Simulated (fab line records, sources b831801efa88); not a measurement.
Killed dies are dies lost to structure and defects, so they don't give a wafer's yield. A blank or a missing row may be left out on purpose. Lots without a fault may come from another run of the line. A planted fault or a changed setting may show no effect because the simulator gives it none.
Chamber matching | flow sky130 | SKY_VIA1_ETCH_15 on rie_diel-02: 4 sister chambers
The step etches SiO2 in C4F8/O2/Ar, stops on TiN, target depth 351 nm, time 54 s. 8 wafers are shown with their chamber, then 12 later ones without.

WAFERS WITH THEIR CHAMBER
wafer  | chamber | oes_product_au (a.u.)
L088.4 | 2       | 0.984
L090.4 | 1       | 0.985
L092.1 | 2       | 0.973
L092.2 | 1       | 0.987
L092.5 | 3       | 0.978
L093.1 | 0       | 0.979
L093.3 | 3       | 0.982
L093.5 | 0       | 0.985

WAFERS WITHOUT THEIR CHAMBER
wafer  | oes_product_au (a.u.)
L094.3 | 0.980
L094.4 | 0.983
L094.5 | 0.986
L095.2 | 0.974
L095.3 | 0.976
L095.6 | 0.983
L096.2 | 0.985
L096.4 | 0.984
L096.5 | 0.968
L097.1 | 0.991
L097.2 | 0.983
L097.3 | 0.979

WHICH CHAMBER EACH WENT THROUGH
wafer  | from the rows above               | in truth
L094.3 | can't be placed: 3 or 2 or 0 or 1 | 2
L094.4 | can't be placed: 0 or 1 or 3 or 2 | 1
L094.5 | can't be placed: 1 or 0 or 3 or 2 | 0
L095.2 | can't be placed: 2 or 3 or 0 or 1 | 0
L095.3 | can't be placed: 2 or 3 or 0 or 1 | 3
L095.6 | can't be placed: 0 or 1 or 3 or 2 | 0
L096.2 | can't be placed: 1 or 0 or 3 or 2 | 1
L096.4 | can't be placed: 0 or 1 or 3 or 2 | 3
L096.5 | can't be placed: 2 or 3 or 0 or 1 | 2
L097.1 | can't be placed: 1 or 0 or 3 or 2 | 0
L097.2 | can't be placed: 0 or 1 or 3 or 2 | 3
L097.3 | can't be placed: 2 or 3 or 0 or 1 | 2
Placed correctly: 0 of 12. Can't be placed from these rows: 12 (the true chamber is among the candidates in 12). Placed wrongly: 0.
How it was worked out, from the rows above alone: a wafer's distance from a chamber is the root of the sum, over the readings, of the square of ((its reading less the chamber's mean) divided by the reading's scatter). The wafer belongs to the nearest chamber; if the next one is less than 2 further off, it can't be placed. A chamber's mean is the mean of its shown wafers. The scatter: the root of (the sum of the squares of (reading less its chamber's mean) over the shown wafers, divided by (wafers less chambers)).
